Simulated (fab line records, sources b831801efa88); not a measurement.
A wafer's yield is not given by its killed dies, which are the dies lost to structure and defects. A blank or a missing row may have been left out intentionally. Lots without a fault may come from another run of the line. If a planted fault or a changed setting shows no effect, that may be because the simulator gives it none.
fab line records / flow gf180mcu
[record] lots = 13 wafers = 39 lastDay = 34
route steps=602 shown SAB@270 SALICIDE@283 CONTACT@288
lots untouched by any fault: they come from a run of this same line in which no faults occurred
startH: start of the lot's first displayed wafer, in hours after the record's first day / waitH: how many hours have passed since the lot's step before this one / " unchanged from the row above / L1.1+2: a row that stands for several wafers / - no value, or no start given / * or withheld: withheld / < > ~ a bound
route shown NAME@n: NAME is a module with steps in the file, n the number in the route of the first one / usual: mean/standard deviation of fault-free wafers / same: alike in all rows / chamber/n: place in a boat / sites: each site's reading / _std_site: standard deviation across them / _edge_site: outer sites' mean less inner sites' / radiusMm: for every site, how far away it sits from the centre of the wafer / mask NAME#n: copy n / behind: tool/chamber where the wafer was last shaped / hold: why the lot was held/for how many hours/how that ended / device: the n, p or np transistor that did not switch / end of line: the tests these same wafers got at the end of their route / a step given without rows: its recipe and nothing more / killed: at the first sort, the dies lost to defects and structure; wafer yield is something else / map: a wafer's dies, marking killed ones x, the rest . and places with no die _
set.NAME: the setting as run; set.NAME@STEP: as run at that earlier step / model.NAME: the simulator's own value behind a step, which no gauge read
the route's steps for a sample of lots (tables are steps, rows are wafers)
services: a tool's chamber out of use, with start hour (startH, from the record's first day; less than 0 if before it), hours out, and reason
[[steps]]
[step GF_SAB_EXPOSE_06]
[recipe] maskId = SAB targetCdNm = 420 na = 0.6 sourceShape = conventional sigmaOuter = 0.6 doseMj = 140
[usual] exposureDoseMJCm2 = 140.16/0.12 stageVelMmS = 499.98/0.24
lot.wafer=L616.2 tool=ilineStepper-02 chamber=0 startH=327.23 waitH=- mask=SAB#0 exposureDoseMJCm2=140.07 stageVelMmS=500.13
lot.wafer=L616.3 tool=ilineStepper-02 chamber=0 startH=327.23 waitH=- mask=SAB#0 exposureDoseMJCm2=140.10 stageVelMmS=500.19
lot.wafer=L616.5 tool=ilineStepper-02 chamber=0 startH=327.23 waitH=- mask=SAB#0 exposureDoseMJCm2=140.07 stageVelMmS=500.15
lot.wafer=L617.1 tool=ilineStepper-01 chamber=0 startH=333.04 waitH=- mask=SAB#0 exposureDoseMJCm2=139.94 stageVelMmS=499.82
lot.wafer=L617.3 tool=ilineStepper-01 chamber=0 startH=333.04 waitH=- mask=SAB#0 exposureDoseMJCm2=140.33 stageVelMmS=499.93
lot.wafer=L617.5 tool=ilineStepper-01 chamber=0 startH=333.04 waitH=- mask=SAB#0 exposureDoseMJCm2=140.12 stageVelMmS=499.74
lot.wafer=L618.1 tool=ilineStepper-02 chamber=0 startH=347.60 waitH=- mask=SAB#0 exposureDoseMJCm2=140.11 stageVelMmS=500.06
lot.wafer=L618.3 tool=ilineStepper-02 chamber=0 startH=347.60 waitH=- mask=SAB#0 exposureDoseMJCm2=140.33 stageVelMmS=499.84
lot.wafer=L618.4 tool=ilineStepper-02 chamber=0 startH=347.60 waitH=- mask=SAB#0 exposureDoseMJCm2=140.16 stageVelMmS=500.00
lot.wafer=L619.1 tool=ilineStepper-01 chamber=0 startH=354.38 waitH=- mask=SAB#0 exposureDoseMJCm2=140.09 stageVelMmS=500.18
lot.wafer=L619.2 tool=ilineStepper-01 chamber=0 startH=354.38 waitH=- mask=SAB#0 exposureDoseMJCm2=140.32 stageVelMmS=499.87
lot.wafer=L619.4 tool=ilineStepper-01 chamber=0 startH=354.38 waitH=- mask=SAB#0 exposureDoseMJCm2=140.13 stageVelMmS=500.43
lot.wafer=L620.3 tool=ilineStepper-02 chamber=0 startH=362.43 waitH=- mask=SAB#0 exposureDoseMJCm2=140.28 stageVelMmS=500.14
lot.wafer=L620.4 tool=ilineStepper-02 chamber=0 startH=362.43 waitH=- mask=SAB#0 exposureDoseMJCm2=140.12 stageVelMmS=499.82
lot.wafer=L620.5 tool=ilineStepper-02 chamber=0 startH=362.43 waitH=- mask=SAB#0 exposureDoseMJCm2=140.03 stageVelMmS=500.03
lot.wafer=L621.1 tool=ilineStepper-01 chamber=0 startH=367.23 waitH=- mask=SAB#0 exposureDoseMJCm2=139.98 stageVelMmS=499.77
lot.wafer=L621.3 tool=ilineStepper-01 chamber=0 startH=367.23 waitH=- mask=SAB#0 exposureDoseMJCm2=140.03 stageVelMmS=500.07
lot.wafer=L621.5 tool=ilineStepper-01 chamber=0 startH=367.23 waitH=- mask=SAB#0 exposureDoseMJCm2=139.96 stageVelMmS=499.98
lot.wafer=L623.2 tool=ilineStepper-02 chamber=0 startH=388.32 waitH=- mask=SAB#0 exposureDoseMJCm2=140.05 stageVelMmS=500.16
lot.wafer=L623.4 tool=ilineStepper-02 chamber=0 startH=388.32 waitH=- mask=SAB#0 exposureDoseMJCm2=140.21 stageVelMmS=500.57
lot.wafer=L623.5 tool=ilineStepper-02 chamber=0 startH=388.32 waitH=- mask=SAB#0 exposureDoseMJCm2=140.36 stageVelMmS=500.20
lot.wafer=L624.1 tool=ilineStepper-01 chamber=0 startH=397.74 waitH=- mask=SAB#0 exposureDoseMJCm2=140.20 stageVelMmS=499.77
lot.wafer=L624.3 tool=ilineStepper-01 chamber=0 startH=397.74 waitH=- mask=SAB#0 exposureDoseMJCm2=139.98 stageVelMmS=500.06
lot.wafer=L624.6 tool=ilineStepper-01 chamber=0 startH=397.74 waitH=- mask=SAB#0 exposureDoseMJCm2=140.23 stageVelMmS=500.03
lot.wafer=L627.1 tool=ilineStepper-01 chamber=0 startH=423.33 waitH=- mask=SAB#0 exposureDoseMJCm2=140.06 stageVelMmS=499.99
lot.wafer=L627.3 tool=ilineStepper-01 chamber=0 startH=423.33 waitH=- mask=SAB#0 exposureDoseMJCm2=140.04 stageVelMmS=499.67
lot.wafer=L627.6 tool=ilineStepper-01 chamber=0 startH=423.33 waitH=- mask=SAB#0 exposureDoseMJCm2=139.98 stageVelMmS=500.28
lot.wafer=L633.1 tool=ilineStepper-01 chamber=0 startH=476.57 waitH=- mask=SAB_R1#0 exposureDoseMJCm2=140.21 stageVelMmS=500.33
lot.wafer=L633.2 tool=ilineStepper-01 chamber=0 startH=476.57 waitH=- mask=SAB_R1#0 exposureDoseMJCm2=140.15 stageVelMmS=500.38
lot.wafer=L633.5 tool=ilineStepper-01 chamber=0 startH=476.57 waitH=- mask=SAB_R1#0 exposureDoseMJCm2=139.99 stageVelMmS=500.22
lot.wafer=L637.1 tool=ilineStepper-02 chamber=0 startH=505.05 waitH=- mask=SAB#0 exposureDoseMJCm2=140.19 stageVelMmS=500.09
lot.wafer=L637.3 tool=ilineStepper-02 chamber=0 startH=505.05 waitH=- mask=SAB#0 exposureDoseMJCm2=140.10 stageVelMmS=500.17
lot.wafer=L637.6 tool=ilineStepper-02 chamber=0 startH=505.05 waitH=- mask=SAB#0 exposureDoseMJCm2=140.21 stageVelMmS=500.04
lot.wafer=L638.1 tool=ilineStepper-02 chamber=0 startH=516.16 waitH=- mask=SAB#0 exposureDoseMJCm2=140.13 stageVelMmS=499.91
lot.wafer=L638.2 tool=ilineStepper-02 chamber=0 startH=516.16 waitH=- mask=SAB#0 exposureDoseMJCm2=140.21 stageVelMmS=499.63
lot.wafer=L638.3 tool=ilineStepper-02 chamber=0 startH=516.16 waitH=- mask=SAB#0 exposureDoseMJCm2=140.12 stageVelMmS=499.85
lot.wafer=L639.4 tool=ilineStepper-01 chamber=0 startH=524.53 waitH=- mask=SAB#0 exposureDoseMJCm2=140.15 stageVelMmS=500.27
lot.wafer=L639.5 tool=ilineStepper-01 chamber=0 startH=524.53 waitH=- mask=SAB#0 exposureDoseMJCm2=139.94 stageVelMmS=500.17
lot.wafer=L639.6 tool=ilineStepper-01 chamber=0 startH=524.53 waitH=- mask=SAB#0 exposureDoseMJCm2=140.02 stageVelMmS=500.11
[step GF_SAB_CD_MEAS_09]
[recipe] targetCdNm = 420
[usual] cdNm = 420.2/2.5
lot.wafer=L616.2 tool=cdSem-02 chamber=- startH=337.58 waitH=0.1 cdNm=420.2
lot.wafer=L616.3 tool=cdSem-02 chamber=- startH=337.58 waitH=0.1 cdNm=421.2
lot.wafer=L616.5 tool=cdSem-02 chamber=- startH=337.58 waitH=0.1 cdNm=420.1
lot.wafer=L617.1 tool=cdSem-01 chamber=- startH=342.77 waitH=0.1 cdNm=420.3
lot.wafer=L617.3 tool=cdSem-01 chamber=- startH=342.77 waitH=0.1 cdNm=421.6
lot.wafer=L617.5 tool=cdSem-01 chamber=- startH=342.77 waitH=0.1 cdNm=420.2
lot.wafer=L618.1 tool=cdSem-02 chamber=- startH=358.35 waitH=0.1 cdNm=418.7
lot.wafer=L618.3 tool=cdSem-02 chamber=- startH=358.35 waitH=0.1 cdNm=418.6
lot.wafer=L618.4 tool=cdSem-02 chamber=- startH=358.35 waitH=0.1 cdNm=417.9
lot.wafer=L619.1 tool=cdSem-01 chamber=- startH=365.16 waitH=0.1 cdNm=422.8
lot.wafer=L619.2 tool=cdSem-01 chamber=- startH=365.16 waitH=0.1 cdNm=421.2
lot.wafer=L619.4 tool=cdSem-01 chamber=- startH=365.16 waitH=0.1 cdNm=424.1
lot.wafer=L620.3 tool=cdSem-01 chamber=- startH=373.70 waitH=0.1 cdNm=423.4
lot.wafer=L620.4 tool=cdSem-01 chamber=- startH=373.70 waitH=0.1 cdNm=421.6
lot.wafer=L620.5 tool=cdSem-01 chamber=- startH=373.70 waitH=0.1 cdNm=423.6
lot.wafer=L621.1 tool=cdSem-01 chamber=- startH=378.12 waitH=0.1 cdNm=423.6
lot.wafer=L621.3 tool=cdSem-01 chamber=- startH=378.12 waitH=0.1 cdNm=421.6
lot.wafer=L621.5 tool=cdSem-01 chamber=- startH=378.12 waitH=0.1 cdNm=421.8
lot.wafer=L623.2 tool=cdSem-02 chamber=- startH=399.98 waitH=0.1 cdNm=421.2
lot.wafer=L623.4 tool=cdSem-02 chamber=- startH=399.98 waitH=0.1 cdNm=419.5
lot.wafer=L623.5 tool=cdSem-02 chamber=- startH=399.98 waitH=0.1 cdNm=418.8
lot.wafer=L624.1 tool=cdSem-01 chamber=- startH=409.36 waitH=0.1 cdNm=421.6
lot.wafer=L624.3 tool=cdSem-01 chamber=- startH=409.36 waitH=0.1 cdNm=421.1
lot.wafer=L624.6 tool=cdSem-01 chamber=- startH=409.36 waitH=0.1 cdNm=422.7
lot.wafer=L627.1 tool=cdSem-01 chamber=- startH=435.12 waitH=0.1 cdNm=416.5
lot.wafer=L627.3 tool=cdSem-01 chamber=- startH=435.12 waitH=0.1 cdNm=417.7
lot.wafer=L627.6 tool=cdSem-01 chamber=- startH=435.12 waitH=0.1 cdNm=415.2
lot.wafer=L633.1 tool=cdSem-01 chamber=- startH=486.72 waitH=0.1 cdNm=450.7
lot.wafer=L633.2 tool=cdSem-01 chamber=- startH=486.72 waitH=0.1 cdNm=450.2
lot.wafer=L633.5 tool=cdSem-01 chamber=- startH=486.72 waitH=0.1 cdNm=451.5
lot.wafer=L637.1 tool=cdSem-01 chamber=- startH=515.56 waitH=0.1 cdNm=422.6
lot.wafer=L637.3 tool=cdSem-01 chamber=- startH=515.56 waitH=0.1 cdNm=421.3
lot.wafer=L637.6 tool=cdSem-01 chamber=- startH=515.56 waitH=0.1 cdNm=421.8
lot.wafer=L638.1 tool=cdSem-01 chamber=- startH=528.47 waitH=0.1 cdNm=420.5
lot.wafer=L638.2 tool=cdSem-01 chamber=- startH=528.47 waitH=0.1 cdNm=421.7
lot.wafer=L638.3 tool=cdSem-01 chamber=- startH=528.47 waitH=0.1 cdNm=420.1
lot.wafer=L639.4 tool=cdSem-01 chamber=- startH=535.93 waitH=0.2 cdNm=420.1
lot.wafer=L639.5 tool=cdSem-01 chamber=- startH=535.93 waitH=0.2 cdNm=418.6
lot.wafer=L639.6 tool=cdSem-01 chamber=- startH=535.93 waitH=0.2 cdNm=421.0
[step GF_SALICIDE_THK_MEAS_05]
[recipe] thkMeasGauge = xrf reads = TiN_of_SALICIDE_SPUTTER_03
[usual] SALICIDE_TIN_THK = 20.19/0.25
lot.wafer=L616.2 tool=filmMetro-04 chamber=- startH=338.24 waitH=0.1 SALICIDE_TIN_THK[nm]=19.94
lot.wafer=L616.3 tool=filmMetro-04 chamber=- startH=338.24 waitH=0.1 SALICIDE_TIN_THK[nm]=19.84
lot.wafer=L616.5 tool=filmMetro-04 chamber=- startH=338.24 waitH=0.1 SALICIDE_TIN_THK[nm]=20.13
lot.wafer=L617.1 tool=filmMetro-04 chamber=- startH=343.44 waitH=0.1 SALICIDE_TIN_THK[nm]=20.45
lot.wafer=L617.3 tool=filmMetro-04 chamber=- startH=343.44 waitH=0.1 SALICIDE_TIN_THK[nm]=20.43
lot.wafer=L617.5 tool=filmMetro-04 chamber=- startH=343.44 waitH=0.1 SALICIDE_TIN_THK[nm]=20.31
lot.wafer=L618.1 tool=filmMetro-03 chamber=- startH=359.02 waitH=0.1 SALICIDE_TIN_THK[nm]=20.08
lot.wafer=L618.3 tool=filmMetro-03 chamber=- startH=359.02 waitH=0.1 SALICIDE_TIN_THK[nm]=20.66
lot.wafer=L618.4 tool=filmMetro-03 chamber=- startH=359.02 waitH=0.1 SALICIDE_TIN_THK[nm]=20.33
lot.wafer=L619.1 tool=filmMetro-01 chamber=- startH=365.84 waitH=0.1 SALICIDE_TIN_THK[nm]=20.06
lot.wafer=L619.2 tool=filmMetro-01 chamber=- startH=365.84 waitH=0.1 SALICIDE_TIN_THK[nm]=20.45
lot.wafer=L619.4 tool=filmMetro-01 chamber=- startH=365.84 waitH=0.1 SALICIDE_TIN_THK[nm]=20.07
lot.wafer=L620.3 tool=filmMetro-01 chamber=- startH=374.36 waitH=0.1 SALICIDE_TIN_THK[nm]=19.76
lot.wafer=L620.4 tool=filmMetro-01 chamber=- startH=374.36 waitH=0.1 SALICIDE_TIN_THK[nm]=19.82
lot.wafer=L620.5 tool=filmMetro-01 chamber=- startH=374.36 waitH=0.1 SALICIDE_TIN_THK[nm]=19.90
lot.wafer=L621.1 tool=filmMetro-04 chamber=- startH=378.79 waitH=0.1 SALICIDE_TIN_THK[nm]=20.62
lot.wafer=L621.3 tool=filmMetro-04 chamber=- startH=378.79 waitH=0.1 SALICIDE_TIN_THK[nm]=20.35
lot.wafer=L621.5 tool=filmMetro-04 chamber=- startH=378.79 waitH=0.1 SALICIDE_TIN_THK[nm]=20.17
lot.wafer=L623.2 tool=filmMetro-03 chamber=- startH=400.64 waitH=0.1 SALICIDE_TIN_THK[nm]=20.02
lot.wafer=L623.4 tool=filmMetro-03 chamber=- startH=400.64 waitH=0.1 SALICIDE_TIN_THK[nm]=20.65
lot.wafer=L623.5 tool=filmMetro-03 chamber=- startH=400.64 waitH=0.1 SALICIDE_TIN_THK[nm]=20.58
lot.wafer=L624.1 tool=filmMetro-01 chamber=- startH=410.04 waitH=0.1 SALICIDE_TIN_THK[nm]=20.01
lot.wafer=L624.3 tool=filmMetro-01 chamber=- startH=410.04 waitH=0.1 SALICIDE_TIN_THK[nm]=20.18
lot.wafer=L624.6 tool=filmMetro-01 chamber=- startH=410.04 waitH=0.1 SALICIDE_TIN_THK[nm]=19.95
lot.wafer=L627.1 tool=filmMetro-04 chamber=- startH=435.80 waitH=0.1 SALICIDE_TIN_THK[nm]=19.86
lot.wafer=L627.3 tool=filmMetro-04 chamber=- startH=435.80 waitH=0.1 SALICIDE_TIN_THK[nm]=20.10
lot.wafer=L627.6 tool=filmMetro-04 chamber=- startH=435.80 waitH=0.1 SALICIDE_TIN_THK[nm]=19.99
lot.wafer=L633.1 tool=filmMetro-01 chamber=- startH=487.44 waitH=0.1 SALICIDE_TIN_THK[nm]=20.10
lot.wafer=L633.2 tool=filmMetro-01 chamber=- startH=487.44 waitH=0.1 SALICIDE_TIN_THK[nm]=20.24
lot.wafer=L633.5 tool=filmMetro-01 chamber=- startH=487.44 waitH=0.1 SALICIDE_TIN_THK[nm]=20.33
lot.wafer=L637.1 tool=filmMetro-04 chamber=- startH=516.28 waitH=0.1 SALICIDE_TIN_THK[nm]=20.00
lot.wafer=L637.3 tool=filmMetro-04 chamber=- startH=516.28 waitH=0.1 SALICIDE_TIN_THK[nm]=20.14
lot.wafer=L637.6 tool=filmMetro-04 chamber=- startH=516.28 waitH=0.1 SALICIDE_TIN_THK[nm]=20.22
lot.wafer=L638.1 tool=filmMetro-04 chamber=- startH=529.14 waitH=0.1 SALICIDE_TIN_THK[nm]=20.10
lot.wafer=L638.2 tool=filmMetro-04 chamber=- startH=529.14 waitH=0.1 SALICIDE_TIN_THK[nm]=19.89
lot.wafer=L638.3 tool=filmMetro-04 chamber=- startH=529.14 waitH=0.1 SALICIDE_TIN_THK[nm]=20.17
lot.wafer=L639.4 tool=filmMetro-04 chamber=- startH=536.61 waitH=0.1 SALICIDE_TIN_THK[nm]=20.45
lot.wafer=L639.5 tool=filmMetro-04 chamber=- startH=536.61 waitH=0.1 SALICIDE_TIN_THK[nm]=20.23
lot.wafer=L639.6 tool=filmMetro-04 chamber=- startH=536.61 waitH=0.1 SALICIDE_TIN_THK[nm]=20.05
[step GF_CONTACT_THK_MEAS_01]
[recipe] reads = SiO2_of_CONTACT_CVD_00
[usual] CONTACT_CVD_00_THK = 305/3
lot.wafer=L616.2 tool=filmMetro-02 chamber=- startH=338.64 waitH=0.0 CONTACT_CVD_00_THK[nm]=298
lot.wafer=L616.3 tool=filmMetro-02 chamber=- startH=338.64 waitH=0.0 CONTACT_CVD_00_THK[nm]=300
lot.wafer=L616.5 tool=filmMetro-02 chamber=- startH=338.64 waitH=0.0 CONTACT_CVD_00_THK[nm]=305
lot.wafer=L617.1 tool=filmMetro-01 chamber=- startH=343.84 waitH=0.0 CONTACT_CVD_00_THK[nm]=305
lot.wafer=L617.3 tool=filmMetro-01 chamber=- startH=343.84 waitH=0.0 CONTACT_CVD_00_THK[nm]=308
lot.wafer=L617.5 tool=filmMetro-01 chamber=- startH=343.84 waitH=0.0 CONTACT_CVD_00_THK[nm]=302
lot.wafer=L618.1 tool=filmMetro-03 chamber=- startH=359.42 waitH=0.0 CONTACT_CVD_00_THK[nm]=307
lot.wafer=L618.3 tool=filmMetro-03 chamber=- startH=359.42 waitH=0.0 CONTACT_CVD_00_THK[nm]=303
lot.wafer=L618.4 tool=filmMetro-03 chamber=- startH=359.42 waitH=0.0 CONTACT_CVD_00_THK[nm]=306
lot.wafer=L619.1 tool=filmMetro-03 chamber=- startH=366.23 waitH=0.0 CONTACT_CVD_00_THK[nm]=300
lot.wafer=L619.2 tool=filmMetro-03 chamber=- startH=366.23 waitH=0.0 CONTACT_CVD_00_THK[nm]=305
lot.wafer=L619.4 tool=filmMetro-03 chamber=- startH=366.23 waitH=0.0 CONTACT_CVD_00_THK[nm]=301
lot.wafer=L620.3 tool=filmMetro-02 chamber=- startH=374.76 waitH=0.0 CONTACT_CVD_00_THK[nm]=301
lot.wafer=L620.4 tool=filmMetro-02 chamber=- startH=374.76 waitH=0.0 CONTACT_CVD_00_THK[nm]=302
lot.wafer=L620.5 tool=filmMetro-02 chamber=- startH=374.76 waitH=0.0 CONTACT_CVD_00_THK[nm]=300
lot.wafer=L621.1 tool=filmMetro-02 chamber=- startH=379.19 waitH=0.0 CONTACT_CVD_00_THK[nm]=309
lot.wafer=L621.3 tool=filmMetro-02 chamber=- startH=379.19 waitH=0.0 CONTACT_CVD_00_THK[nm]=306
lot.wafer=L621.5 tool=filmMetro-02 chamber=- startH=379.19 waitH=0.0 CONTACT_CVD_00_THK[nm]=308
lot.wafer=L623.2 tool=filmMetro-03 chamber=- startH=401.05 waitH=0.0 CONTACT_CVD_00_THK[nm]=301
lot.wafer=L623.4 tool=filmMetro-03 chamber=- startH=401.05 waitH=0.0 CONTACT_CVD_00_THK[nm]=301
lot.wafer=L623.5 tool=filmMetro-03 chamber=- startH=401.05 waitH=0.0 CONTACT_CVD_00_THK[nm]=300
lot.wafer=L624.1 tool=filmMetro-03 chamber=- startH=410.45 waitH=0.0 CONTACT_CVD_00_THK[nm]=307
lot.wafer=L624.3 tool=filmMetro-03 chamber=- startH=410.45 waitH=0.0 CONTACT_CVD_00_THK[nm]=303
lot.wafer=L624.6 tool=filmMetro-03 chamber=- startH=410.45 waitH=0.0 CONTACT_CVD_00_THK[nm]=305
lot.wafer=L627.1 tool=filmMetro-01 chamber=- startH=436.20 waitH=0.0 CONTACT_CVD_00_THK[nm]=304
lot.wafer=L627.3 tool=filmMetro-01 chamber=- startH=436.20 waitH=0.0 CONTACT_CVD_00_THK[nm]=305
lot.wafer=L627.6 tool=filmMetro-01 chamber=- startH=436.20 waitH=0.0 CONTACT_CVD_00_THK[nm]=302
lot.wafer=L633.1 tool=filmMetro-02 chamber=- startH=487.84 waitH=0.0 CONTACT_CVD_00_THK[nm]=308
lot.wafer=L633.2 tool=filmMetro-02 chamber=- startH=487.84 waitH=0.0 CONTACT_CVD_00_THK[nm]=304
lot.wafer=L633.5 tool=filmMetro-02 chamber=- startH=487.84 waitH=0.0 CONTACT_CVD_00_THK[nm]=305
lot.wafer=L637.1 tool=filmMetro-01 chamber=- startH=516.67 waitH=0.0 CONTACT_CVD_00_THK[nm]=308
lot.wafer=L637.3 tool=filmMetro-01 chamber=- startH=516.67 waitH=0.0 CONTACT_CVD_00_THK[nm]=311
lot.wafer=L637.6 tool=filmMetro-01 chamber=- startH=516.67 waitH=0.0 CONTACT_CVD_00_THK[nm]=312
lot.wafer=L638.1 tool=filmMetro-03 chamber=- startH=529.55 waitH=0.0 CONTACT_CVD_00_THK[nm]=305
lot.wafer=L638.2 tool=filmMetro-03 chamber=- startH=529.55 waitH=0.0 CONTACT_CVD_00_THK[nm]=305
lot.wafer=L638.3 tool=filmMetro-03 chamber=- startH=529.55 waitH=0.0 CONTACT_CVD_00_THK[nm]=307
lot.wafer=L639.4 tool=filmMetro-02 chamber=- startH=537.02 waitH=0.0 CONTACT_CVD_00_THK[nm]=301
lot.wafer=L639.5 tool=filmMetro-02 chamber=- startH=537.02 waitH=0.0 CONTACT_CVD_00_THK[nm]=305
lot.wafer=L639.6 tool=filmMetro-02 chamber=- startH=537.02 waitH=0.0 CONTACT_CVD_00_THK[nm]=300
[step GF_CONTACT_CD_MEAS_14]
[recipe] targetCdNm = 220
[usual] cdNm = 220.0/1.3
lot.wafer=L616.2 tool=cdSem-01 chamber=- startH=361.12 waitH=0.1 cdNm=219.1
lot.wafer=L616.3 tool=cdSem-01 chamber=- startH=361.12 waitH=0.1 cdNm=219.6
lot.wafer=L616.5 tool=cdSem-01 chamber=- startH=361.12 waitH=0.1 cdNm=219.7
lot.wafer=L617.1 tool=cdSem-01 chamber=- startH=367.12 waitH=0.1 cdNm=218.2
lot.wafer=L617.3 tool=cdSem-01 chamber=- startH=367.12 waitH=0.1 cdNm=219.4
lot.wafer=L617.5 tool=cdSem-01 chamber=- startH=367.12 waitH=0.1 cdNm=220.5
lot.wafer=L618.1 tool=cdSem-02 chamber=- startH=382.20 waitH=0.1 cdNm=220.6
lot.wafer=L618.3 tool=cdSem-02 chamber=- startH=382.20 waitH=0.1 cdNm=220.0
lot.wafer=L618.4 tool=cdSem-02 chamber=- startH=382.20 waitH=0.1 cdNm=219.4
lot.wafer=L619.1 tool=cdSem-02 chamber=- startH=388.87 waitH=0.1 cdNm=219.5
lot.wafer=L619.2 tool=cdSem-02 chamber=- startH=388.87 waitH=0.1 cdNm=219.3
lot.wafer=L619.4 tool=cdSem-02 chamber=- startH=388.87 waitH=0.1 cdNm=219.7
lot.wafer=L620.3 tool=cdSem-01 chamber=- startH=398.04 waitH=0.1 cdNm=219.3
lot.wafer=L620.4 tool=cdSem-01 chamber=- startH=398.04 waitH=0.1 cdNm=219.8
lot.wafer=L620.5 tool=cdSem-01 chamber=- startH=398.04 waitH=0.1 cdNm=219.5
lot.wafer=L621.1 tool=cdSem-01 chamber=- startH=402.70 waitH=0.1 cdNm=220.4
lot.wafer=L621.3 tool=cdSem-01 chamber=- startH=402.70 waitH=0.1 cdNm=219.5
lot.wafer=L621.5 tool=cdSem-01 chamber=- startH=402.70 waitH=0.1 cdNm=218.5
lot.wafer=L623.2 tool=cdSem-01 chamber=- startH=425.67 waitH=0.1 cdNm=221.3
lot.wafer=L623.4 tool=cdSem-01 chamber=- startH=425.67 waitH=0.1 cdNm=221.2
lot.wafer=L623.5 tool=cdSem-01 chamber=- startH=425.67 waitH=0.1 cdNm=221.7
lot.wafer=L624.1 tool=cdSem-01 chamber=- startH=434.82 waitH=0.1 cdNm=221.3
lot.wafer=L624.3 tool=cdSem-01 chamber=- startH=434.82 waitH=0.1 cdNm=222.2
lot.wafer=L624.6 tool=cdSem-01 chamber=- startH=434.82 waitH=0.1 cdNm=221.0
lot.wafer=L627.1 tool=cdSem-01 chamber=- startH=460.85 waitH=0.1 cdNm=219.8
lot.wafer=L627.3 tool=cdSem-01 chamber=- startH=460.85 waitH=0.1 cdNm=220.2
lot.wafer=L627.6 tool=cdSem-01 chamber=- startH=460.85 waitH=0.1 cdNm=220.3
lot.wafer=L633.1 tool=cdSem-01 chamber=- startH=512.32 waitH=0.1 cdNm=221.0
lot.wafer=L633.2 tool=cdSem-01 chamber=- startH=512.32 waitH=0.1 cdNm=220.4
lot.wafer=L633.5 tool=cdSem-01 chamber=- startH=512.32 waitH=0.1 cdNm=221.2
lot.wafer=L637.1 tool=cdSem-02 chamber=- startH=540.47 waitH=0.1 cdNm=220.0
lot.wafer=L637.3 tool=cdSem-02 chamber=- startH=540.47 waitH=0.1 cdNm=219.3
lot.wafer=L637.6 tool=cdSem-02 chamber=- startH=540.47 waitH=0.1 cdNm=220.5
lot.wafer=L638.1 tool=cdSem-02 chamber=- startH=553.15 waitH=0.1 cdNm=218.6
lot.wafer=L638.2 tool=cdSem-02 chamber=- startH=553.15 waitH=0.1 cdNm=219.3
lot.wafer=L638.3 tool=cdSem-02 chamber=- startH=553.15 waitH=0.1 cdNm=218.9
lot.wafer=L639.4 tool=cdSem-02 chamber=- startH=560.11 waitH=0.1 cdNm=220.2
lot.wafer=L639.5 tool=cdSem-02 chamber=- startH=560.11 waitH=0.1 cdNm=219.5
lot.wafer=L639.6 tool=cdSem-02 chamber=- startH=560.11 waitH=0.1 cdNm=221.2
[[services]]
tool=ilineStepper-01 chamber=- startH=359.32 hours=4.4 kind=pm
tool=ilineStepper-01 chamber=- startH=496.02 hours=1.7 kind=pm
tool=ilineStepper-02 chamber=- startH=519.28 hours=12.2 kind=repair
[[key]]
[firstSign] step = GF_SAB_EXPOSE_06 reading = mask direction = changed
[effect] step = GF_SAB_CD_MEAS_09 reading = cdNm direction = up sigmas = 12 usual = 420.2 struck = 450.8
metAt GF_SAB_EXPOSE_06
struckLots L633
testerLeftOut L633
notActingAt GF_SALICIDE_THK_MEAS_05,GF_CONTACT_THK_MEAS_01,GF_CONTACT_CD_MEAS_14
onsetBetween 423.33 476.57
[fault] kind = wrongMask tool = any chamber = - onsetH = 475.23 steps = GF_SAB_EXPOSE_06 auxCopy = SAB_R1#0 cdOffsetNm = 29 scope = struckLotsOnly
// testerLeftOut: of these lots the tester's yield and bins aren't shown, on N5 and GAA mostly nor the transistor test; their killed dies are dies lost to structure and defects alone, not to doping, threshold or leakage, so they don't give the yield
